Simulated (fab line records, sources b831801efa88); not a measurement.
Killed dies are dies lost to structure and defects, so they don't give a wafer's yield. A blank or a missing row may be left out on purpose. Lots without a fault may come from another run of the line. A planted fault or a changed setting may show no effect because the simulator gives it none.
fab line records | flow sky130
record lots=12 wafers=35 last_day=50
route steps=708 shown VT_ADJUST_LVTN@106 VT_ADJUST_NCORE@126 VT_ADJUST_PCH@151 PAD_OPEN@708
lots that met no fault: from a run of the same line without faults
start_h: hours from the record's first day to the start of the lot's first wafer shown | wait_h: hours since the lot's step before | " the same as in the row above | L1.1+2: a row that stands for several wafers | - no value, or no start given | * or withheld: withheld | < > ~ a bound
route shown NAME@n: a module of which the file shows steps, and the number in the route of the first | usual: mean/standard deviation of fault-free wafers | same: alike in all rows | chamber/n: place in a boat | sites: the reading at each site | _std_site: their standard deviation | _edge_site: outer sites' mean less inner sites' | radius_mm: how far each site lies from the wafer's centre | mask NAME#n: copy n | behind: the tool/chamber that last shaped the wafer | hold: why the lot was held/for how many hours/how that ended | device: the transistor (n, p or np) that didn't switch | end of line: the same wafers' tests at the end of the route | a step without rows: its recipe alone | killed: dies lost to structure and defects at the first sort, not the wafer's yield | map: a wafer's dies, x killed, . not, _ none there
set.NAME: the setting as run; set.NAME@STEP: as run at that earlier step | model.NAME: the simulator's own value behind a step, which no gauge read
steps of the route over a sample of lots; a table a step, a row a wafer
services: from which hour (start_h, from the record's first day; less than 0 if before it) a tool's chamber was out of use, for how many hours, and why
## steps
# step SKY_VT_ADJUST_LVTN_STRIP_09
# recipe chemistry=O2/N2 power_w=1400 pressure_mtorr=1500 platen_temp_c=withheld o2_flow_sccm=3000 n2_flow_sccm=300 overash_fraction=0.5
# usual drypump_motor_current_A=5.5/0.42 oes_product_au=0.722/0.0046 strip_time_to_endpoint_s=36.89/0.11
# columns lot.wafer tool chamber start_h wait_h drypump_motor_current_A oes_product_au rf_hours_counter_h strip_time_to_endpoint_s
L938.1 plasma_asher-03 0 136.99 0.1 5.3 0.719 2 36.73
L938.2 " 1 " " 5.2 0.725 2 36.95
L938.3 " 1 " " 5.2 0.728 - 36.73
L939.1 plasma_asher-04 0 149.41 0.1 5.1 0.721 33 37.02
L939.2 " 1 " " 5.8 0.717 33 36.97
L939.5 " 1 " " 5.9 0.728 - 36.91
L940.2 plasma_asher-01 1 157.29 0.1 5.0 0.731 47 36.76
L940.4 " 0 " " 6.1 0.721 - 36.77
L940.5 " 0 " " 6.1 0.720 - 36.77
L941.2 plasma_asher-03 0 165.96 0.1 5.3 0.720 5 36.92
L941.3 " 1 " " 5.3 0.725 - 37.08
L941.5 " 1 " " 5.2 0.725 - 36.93
L942.2 plasma_asher-01 0 189.51 0.1 6.1 0.720 50 36.79
L942.3 " 1 " " 5.0 0.715 - 36.78
L942.5 " 1 " " 5.0 0.718 - 36.78
L944.1 plasma_asher-03 0 189.86 0.1 5.3 0.725 7 36.92
L944.4 " 0 " " 5.3 0.724 - 36.81
L944.5 " 0 " " 5.3 0.712 - 36.87
L950.2 plasma_asher-04 0 224.89 0.1 5.1 0.726 41 36.87
L950.3 " 0 " " 5.1 0.728 - 36.93
L950.5 " 1 " " 5.9 0.718 - 36.98
L952.1 plasma_asher-04 1 238.04 0.1 5.8 0.724 42 36.92
L952.4 " 1 " " 5.8 0.718 - 36.93
L952.6 " 1 " " 5.8 0.715 - 37.01
L953.1 plasma_asher-04 0 244.09 0.1 5.1 0.721 43 36.65
L953.5 " 0 " " 5.1 0.728 - 36.68
L958.1 plasma_asher-01 1 277.14 0.1 5.0 0.724 60 37.06
L958.3 " 0 " " 6.2 0.726 - 37.14
L958.6 " 0 " " 6.1 0.710 - 37.00
L960.1 plasma_asher-03 0 290.14 0.1 5.3 0.722 15 36.93
L960.3 " 0 " " 5.3 0.729 - 37.04
L960.4 " 1 " " 5.3 0.720 - 36.88
L961.2 plasma_asher-03 1 297.16 0.1 5.2 0.722 16 36.94
L961.3 " 1 " " 5.2 0.725 - 37.01
L961.4 " 0 " " 5.3 0.721 - 36.94
# step SKY_VT_ADJUST_LVTN_STRIP_20
# recipe chemistry=O2/N2 power_w=1400 pressure_mtorr=1500 platen_temp_c=withheld o2_flow_sccm=3000 n2_flow_sccm=300 overash_fraction=0.5
# usual drypump_motor_current_A=5.4/0.39 oes_product_au=0.716/0.0046 strip_time_to_endpoint_s=14.17/0.035
# columns lot.wafer tool chamber start_h wait_h drypump_motor_current_A oes_product_au rf_hours_counter_h strip_time_to_endpoint_s
L938.1 plasma_asher-04 0 157.29 0.1 5.1 0.712 34 14.17
L938.2 " 1 " " 5.8 0.724 34 14.15
L938.3 " 1 " " 5.9 0.719 - 14.19
L939.1 plasma_asher-01 0 170.54 0.1 6.1 0.716 48 14.17
L939.2 " 1 " " 5.0 0.720 48 14.14
L939.5 " 0 " " 6.1 0.715 - 14.20
L940.2 plasma_asher-03 1 178.64 0.1 5.2 0.715 6 14.10
L940.4 " 0 " " 5.3 0.718 - 14.14
L940.5 " 1 " " 5.2 0.709 - 14.13
L941.2 plasma_asher-04 1 187.64 0.1 5.8 0.714 37 14.12
L941.3 " 1 " " 5.8 0.714 - 14.11
L941.5 " 0 " " 5.1 0.721 - 14.12
L942.2 plasma_asher-01 1 211.64 0.1 5.0 0.711 52 14.13
L942.3 " 0 " " 6.1 0.715 - 14.15
L942.5 " 0 " " 6.1 0.716 - 14.14
L944.1 plasma_asher-03 1 212.04 0.1 5.3 0.724 9 14.15
L944.4 " 0 " " 5.3 0.712 - 14.17
L944.5 " 0 " " 5.3 0.718 - 14.14
L950.2 plasma_asher-03 0 248.29 0.1 5.3 0.705 11 14.14
L950.3 " 0 " " 5.3 0.717 - 14.18
L950.5 " 0 " " 5.3 0.711 - 14.23
L952.1 plasma_asher-04 1 261.29 0.1 5.8 0.712 45 14.16
L952.4 " 1 " " 5.8 0.716 - 14.15
L952.6 " 1 " " 5.9 0.721 - 14.13
L953.1 plasma_asher-03 0 267.84 0.1 5.3 0.711 13 14.20
L953.5 " 0 " " 5.3 0.718 - 14.24
L958.1 plasma_asher-04 0 302.99 0.1 5.1 0.710 48 14.17
L958.3 " 1 " " 5.8 0.719 - 14.17
L958.6 " 1 " " 5.8 0.712 - 14.14
L960.1 plasma_asher-04 1 315.64 0.1 5.9 0.712 49 14.16
L960.3 " 0 " " 5.1 0.715 - 14.19
L960.4 " 1 " " 5.9 0.720 - 14.17
L961.2 plasma_asher-01 0 323.19 0.1 6.1 0.705 64 14.18
L961.3 " 0 " " 6.1 0.709 - 14.19
L961.4 " 1 " " 5.0 0.708 - 14.18
# step SKY_VT_ADJUST_NCORE_CD_MEAS_07
# recipe target_cd_nm=380
# usual cd_nm=380.1/2.2
# columns lot.wafer tool chamber start_h wait_h cd_nm
L938.1 cd_sem-02 - 177.86 0.1 383.1
L938.2 " - " " 383.6
L938.3 " - " " 382.3
L939.1 cd_sem-02 - 192.35 0.1 380.9
L939.2 " - " " 378.9
L939.5 " - " " 381.0
L940.2 cd_sem-02 - 201.12 0.1 381.1
L940.4 " - " " 383.5
L940.5 " - " " 382.5
L941.2 cd_sem-01 - 210.32 0.1 380.5
L941.3 " - " " 380.5
L941.5 " - " " 378.4
L942.2 cd_sem-01 - 233.68 0.1 384.2
L942.3 " - " " 381.0
L942.5 " - " " 383.5
L944.1 cd_sem-02 - 234.91 0.1 380.8
L944.4 " - " " 379.3
L944.5 " - " " 379.3
L950.2 cd_sem-01 - 271.94 0.1 380.8
L950.3 " - " " 381.6
L950.5 " - " " 380.4
L952.1 cd_sem-02 - 285.50 0.1 378.5
L952.4 " - " " 378.5
L952.6 " - " " 378.7
L953.1 cd_sem-02 - 292.65 0.1 380.3
L953.5 " - " " 378.1
L958.1 cd_sem-02 - 329.36 0.1 376.7
L958.3 " - " " 375.5
L958.6 " - " " 379.5
L960.1 cd_sem-02 - 342.26 0.1 378.4
L960.3 " - " " 378.9
L960.4 " - " " 379.0
L961.2 cd_sem-02 - 349.93 0.1 378.6
L961.3 " - " " 377.6
L961.4 " - " " 377.3
# step SKY_VT_ADJUST_PCH_IMPLANT_08
# recipe species=B energy_kev=10 dose_cm2=5e+11 tilt_deg=withheld
# usual end_station_pressure_torr=5.02e-06/2.5e-07
# columns lot.wafer tool chamber start_h wait_h end_station_pressure_torr
L938.1 implanter-02 0 223.91 0.0 5e-06
L938.2 " 0 " " 4.74e-06
L938.3 " 0 " " 4.96e-06
L939.1 implanter-01 0 238.49 0.0 5.06e-06
L939.2 " 0 " " 4.87e-06
L939.5 " 0 " " 5.35e-06
L940.2 implanter-02 0 247.07 0.0 4.76e-06
L940.4 " 0 " " 5.15e-06
L940.5 " 0 " " 5.08e-06
L941.2 implanter-02 0 255.92 0.0 5.11e-06
L941.3 " 0 " " 4.49e-06
L941.5 " 0 " " 4.61e-06
L942.2 implanter-04 0 281.18 0.0 5.2e-06
L942.3 " 0 " " 4.93e-06
L942.5 " 0 " " 4.9e-06
L944.1 implanter-04 0 282.49 0.0 5.24e-06
L944.4 " 0 " " 5.09e-06
L944.5 " 0 " " 5.15e-06
L950.2 implanter-01 0 323.12 0.0 4.85e-06
L950.3 " 0 " " 5.22e-06
L950.5 " 0 " " 5.02e-06
L952.1 implanter-02 0 337.50 0.1 4.96e-06
L952.4 " 0 " " 5.14e-06
L952.6 " 0 " " 5.23e-06
L953.1 implanter-02 0 345.84 0.0 5.23e-06
L953.5 " 0 " " 5.31e-06
L958.1 implanter-04 0 385.75 0.0 5.3e-06
L958.3 " 0 " " 4.86e-06
L958.6 " 0 " " 4.74e-06
L960.1 implanter-04 0 399.20 0.0 4.77e-06
L960.3 " 0 " " 4.96e-06
L960.4 " 0 " " 4.77e-06
L961.2 implanter-01 0 407.77 0.0 5.14e-06
L961.3 " 0 " " 4.79e-06
L961.4 " 0 " " 4.98e-06
# step SKY_VT_ADJUST_PCH_TW_MEAS_10
# usual VT_ADJUST_PCH_TW=143.5/0.69
# columns lot.wafer tool chamber start_h wait_h VT_ADJUST_PCH_TW
L938.1 film_metro-03 - 224.16 0.1 143.0
L938.2 " - " " 142.9
L938.3 " - " " 143.1
L939.1 film_metro-02 - 238.74 0.1 143.1
L939.2 " - " " 143.0
L939.5 " - " " 143.1
L940.2 film_metro-02 - 247.31 0.1 143.6
L940.4 " - " " 143.4
L940.5 " - " " 142.7
L941.2 film_metro-02 - 256.15 0.1 142.0
L941.3 " - " " 143.5
L941.5 " - " " 143.4
L942.2 film_metro-02 - 281.42 0.1 142.2
L942.3 " - " " 142.3
L942.5 " - " " 142.0
L944.1 film_metro-03 - 282.74 0.1 143.3
L944.4 " - " " 143.0
L944.5 " - " " 143.1
L950.2 film_metro-03 - 323.36 0.1 144.2
L950.3 " - " " 143.9
L950.5 " - " " 143.6
L952.1 film_metro-01 - 337.75 0.1 140.7
L952.4 " - " " 143.6
L952.6 " - " " 144.2
L953.1 film_metro-03 - 346.09 0.1 141.2
L953.5 " - " " 143.5
L958.1 film_metro-03 - 386.00 0.1 143.9
L958.3 " - " " 143.3
L958.6 " - " " 143.7
L960.1 film_metro-01 - 399.45 0.1 144.6
L960.3 " - " " 144.6
L960.4 " - " " 144.6
L961.2 film_metro-03 - 408.01 0.1 143.5
L961.3 " - " " 144.0
L961.4 " - " " 144.0
# step SKY_PAD_OPEN_PROBE_99
# usual killed_at_M0_to_M3=43/6.6 killed_at_M4_up=2.9/1.6 killed_at_contacts=24/4.9 killed_at_front_end=15/4.5 killed_at_other=0.2/0.45 killed_dies=86/8.8 killed_open=48/6.4 killed_short=38/5.6
# same gross_dies=492 killed_at_back_side=0
# columns lot.wafer tool chamber start_h wait_h killed_at_M0_to_M3 killed_at_M4_up killed_at_contacts killed_at_front_end killed_at_other killed_dies killed_open killed_short
L940.2 prober-01 - 1097.12 0.1 40 2 27 13 0 82 44 38
L940.4 prober-01 - 1097.22 0.2 40 2 24 12 0 78 45 33
L940.5 prober-01 - 1097.27 0.2 49 4 30 12 0 95 47 48
L941.2 prober-02 - 1102.99 0.1 42 6 19 11 0 78 46 32
L941.3 prober-02 - 1103.04 0.2 44 0 27 21 0 92 55 37
L941.5 prober-02 - 1103.14 0.2 42 6 11 9 1 69 36 33
L942.2 prober-01 - 1124.79 0.1 42 3 24 22 0 91 49 42
L942.3 prober-01 - 1124.84 0.2 49 3 22 12 0 86 48 38
L942.5 prober-01 - 1124.94 0.2 46 1 24 13 0 84 46 38
L944.1 prober-02 - 1124.93 0.1 48 1 23 23 0 95 58 37
L944.4 prober-02 - 1125.08 0.2 35 4 29 15 0 83 45 38
L944.5 prober-02 - 1125.13 0.2 37 2 31 13 0 83 35 48
L952.1 prober-02 - 1162.78 0.1 42 2 30 16 0 90 51 39
L952.4 prober-02 - 1162.93 0.2 40 3 29 15 0 87 47 40
L952.6 prober-02 - 1163.03 0.2 41 0 19 15 0 75 35 40
L953.1 prober-01 - 1167.05 0.1 46 0 25 16 0 87 51 36
L953.5 prober-01 - 1167.25 0.2 57 3 30 12 0 102 56 46
L960.1 prober-02 - 1203.78 0.1 51 4 35 14 0 104 58 46
L960.3 prober-02 - 1203.88 0.2 43 7 25 16 0 91 50 41
L960.4 prober-02 - 1203.93 0.2 32 3 26 15 0 76 39 37
# killed by level:class
L940.2 CONTACT:geometric_particle:open=11 VIA1:geometric_particle:open=6 LI_CONTACT:geometric_particle:open=6 VIA2:geometric_particle:open=6 VIA1:geometric_particle:short=5 METAL2:geometric_particle:short=5 VIA3:geometric_particle:open=5 FIELD_ISO:geometric_particle:short=4
L940.4 CONTACT:geometric_particle:open=13 VIA2:geometric_particle:open=9 VIA1:geometric_particle:open=7 POLY_GATE:geometric_particle:short=5 METAL2:geometric_particle:short=5 VIA3:geometric_particle:open=5 CONTACT:geometric_particle:short=4 LI_CONTACT:geometric_particle:open=3
L940.5 VIA1:geometric_particle:open=12 CONTACT:geometric_particle:open=10 METAL1:geometric_particle:short=8 POLY_GATE:geometric_particle:short=8 CONTACT:geometric_particle:short=7 LI_CONTACT:geometric_particle:open=6 VIA3:geometric_particle:open=6 METAL2:geometric_particle:short=5
L941.2 VIA1:geometric_particle:open=13 LI_CONTACT:geometric_particle:open=10 METAL1:geometric_particle:short=6 METAL2:geometric_particle:short=5 VIA2:geometric_particle:open=5 POLY_GATE:geometric_particle:open=4 CONTACT:geometric_particle:open=4 METAL4:geometric_particle:short=4
L941.3 LI_CONTACT:geometric_particle:open=10 VIA1:geometric_particle:open=10 CONTACT:geometric_particle:open=9 POLY_GATE:geometric_particle:short=8 VIA3:geometric_particle:open=6 VIA3:geometric_particle:short=6 VIA2:geometric_particle:open=6 POLY_GATE:geometric_particle:open=5
L941.5 VIA1:geometric_particle:open=9 METAL2:geometric_particle:short=5 METAL3:geometric_particle:short=5 VIA2:geometric_particle:open=5 VIA3:geometric_particle:open=5 METAL4:geometric_particle:short=5 LI_CONTACT:geometric_particle:open=4 CONTACT:geometric_particle:open=4
L942.2 LI_CONTACT:geometric_particle:open=8 CONTACT:geometric_particle:open=8 METAL2:geometric_particle:short=7 METAL1:geometric_particle:short=7 VIA1:geometric_particle:open=7 POLY_GATE:geometric_particle:open=6 FIELD_ISO:geometric_particle:open=5 POLY_GATE:geometric_particle:short=5
L942.3 VIA1:geometric_particle:open=11 VIA3:geometric_particle:open=10 METAL2:geometric_particle:short=9 POLY_GATE:geometric_particle:open=6 LI_CONTACT:geometric_particle:open=5 CONTACT:geometric_particle:open=5 LOCAL_INTERCONNECT:geometric_particle:short=5 CONTACT:geometric_particle:short=4
L944.1 VIA1:geometric_particle:open=10 VIA2:geometric_particle:open=9 FIELD_ISO:geometric_particle:short=8 FIELD_ISO:geometric_particle:open=6 LI_CONTACT:geometric_particle:open=6 VIA3:geometric_particle:open=6 CONTACT:geometric_particle:open=5 VIA3:geometric_particle:short=5
L942.5 VIA1:geometric_particle:open=10 CONTACT:geometric_particle:open=9 VIA2:geometric_particle:open=7 METAL2:geometric_particle:short=6 FIELD_ISO:geometric_particle:open=5 LI_CONTACT:geometric_particle:open=5 METAL1:geometric_particle:short=5 VIA3:geometric_particle:open=5
L944.4 VIA1:geometric_particle:open=9 CONTACT:geometric_particle:open=8 LI_CONTACT:geometric_particle:open=8 VIA2:geometric_particle:open=6 VIA3:geometric_particle:open=6 POLY_GATE:geometric_particle:short=5 LI_CONTACT:geometric_particle:short=5 VIA1:geometric_particle:short=5
L944.5 METAL1:geometric_particle:short=8 CONTACT:geometric_particle:short=8 LOCAL_INTERCONNECT:geometric_particle:short=7 VIA3:geometric_particle:open=7 LI_CONTACT:geometric_particle:open=6 CONTACT:geometric_particle:open=5 FIELD_ISO:geometric_particle:open=4 LI_CONTACT:geometric_particle:short=4
L952.1 CONTACT:geometric_particle:open=13 VIA1:geometric_particle:open=9 CONTACT:geometric_particle:short=8 FIELD_ISO:geometric_particle:open=7 VIA3:geometric_particle:open=7 METAL1:geometric_particle:short=6 METAL2:geometric_particle:short=5 VIA2:geometric_particle:open=5
L952.4 CONTACT:geometric_particle:open=14 METAL2:geometric_particle:short=10 VIA1:geometric_particle:open=9 VIA2:geometric_particle:open=6 VIA3:geometric_particle:open=6 FIELD_ISO:geometric_particle:short=5 LI_CONTACT:geometric_particle:open=5 METAL1:geometric_particle:short=5
L952.6 VIA1:geometric_particle:short=8 METAL1:geometric_particle:short=7 CONTACT:geometric_particle:open=6 VIA2:geometric_particle:open=6 VIA3:geometric_particle:short=5 LOCAL_INTERCONNECT:geometric_particle:short=5 FIELD_ISO:geometric_particle:open=4 FIELD_ISO:geometric_particle:short=4
L953.1 VIA1:geometric_particle:open=17 CONTACT:geometric_particle:open=9 VIA1:geometric_particle:short=8 LI_CONTACT:geometric_particle:open=6 METAL2:geometric_particle:short=6 FIELD_ISO:geometric_particle:open=4 LOCAL_INTERCONNECT:geometric_particle:short=4 CONTACT:geometric_particle:short=4
L953.5 VIA1:geometric_particle:open=17 CONTACT:geometric_particle:open=12 METAL1:geometric_particle:short=9 LI_CONTACT:geometric_particle:open=7 METAL2:geometric_particle:short=6 VIA2:geometric_particle:open=6 LOCAL_INTERCONNECT:geometric_particle:short=4 CONTACT:geometric_particle:short=4
L960.1 CONTACT:geometric_particle:open=16 VIA1:geometric_particle:open=11 VIA1:geometric_particle:short=8 LI_CONTACT:geometric_particle:open=7 METAL1:geometric_particle:short=6 LI_CONTACT:geometric_particle:short=5 METAL3:geometric_particle:short=5 VIA2:geometric_particle:open=5
L960.3 VIA2:geometric_particle:open=10 CONTACT:geometric_particle:open=7 VIA1:geometric_particle:open=7 METAL2:geometric_particle:short=7 CONTACT:geometric_particle:short=6 VIA3:geometric_particle:open=5 METAL4:geometric_particle:short=5 FIELD_ISO:geometric_particle:open=4
L960.4 POLY_GATE:geometric_particle:open=8 LI_CONTACT:geometric_particle:open=7 METAL2:geometric_particle:short=7 LI_CONTACT:geometric_particle:short=6 CONTACT:geometric_particle:open=6 VIA1:geometric_particle:open=6 VIA1:geometric_particle:short=5 LOCAL_INTERCONNECT:geometric_particle:short=5
## services
# columns tool chamber start_h hours kind
implanter-04 - 126.40 1.7 repair
plasma_asher-04 - 134.99 0.9 repair
plasma_asher-04 - 139.09 1.6 repair
implanter-01 - 158.69 3.5 repair
implanter-04 - 162.19 4.1 pm
implanter-02 - 166.83 3.4 repair
implanter-04 - 180.28 0.9 repair
plasma_asher-03 - 184.82 1.2 repair
implanter-01 - 212.56 2.7 pm
implanter-01 - 216.58 3.0 pm
plasma_asher-03 - 231.71 14.6 pm
implanter-04 - 246.48 5.3 repair
implanter-02 - 268.17 1.6 repair
implanter-02 - 278.52 1.3 repair
implanter-02 - 289.03 1.2 repair
plasma_asher-04 - 308.94 3.7 repair
implanter-04 - 315.95 3.2 repair
implanter-02 - 316.51 2.2 repair
implanter-04 - 322.37 2.4 repair
implanter-04 - 336.82 5.0 pm
implanter-02 - 348.80 1.3 repair
plasma_asher-01 - 354.91 8.8 repair
plasma_asher-01 - 375.18 12.4 pm
implanter-02 - 401.46 7.1 repair
## key
first_sign step=SKY_VT_ADJUST_PCH_TW_MEAS_10 reading=VT_ADJUST_PCH_TW direction=down sigmas=3.6 usual=143.5 struck=141.0
effect none on later readings
met_at SKY_VT_ADJUST_PCH_IMPLANT_08
struck_lots L952,L953
struck_wafers L952.1,L953.1
tester_left_out L952,L953
not_acting_at SKY_VT_ADJUST_LVTN_STRIP_09,SKY_VT_ADJUST_LVTN_STRIP_20,SKY_VT_ADJUST_NCORE_CD_MEAS_07
onset_between 255.92 337.50
fault kind=process_parameter_drift tool=implanter-02 chamber=- onset_h=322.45 steps=SKY_VT_ADJUST_PCH_IMPLANT_08 channel=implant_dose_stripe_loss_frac offset=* shape=step end_h=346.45 scope=struck_wafers_only
# tester_left_out: of these lots the tester's yield and bins aren't shown, on N5 and GAA mostly nor the transistor test; their killed dies are dies lost to structure and defects alone, not to doping, threshold or leakage, so they don't give the yield
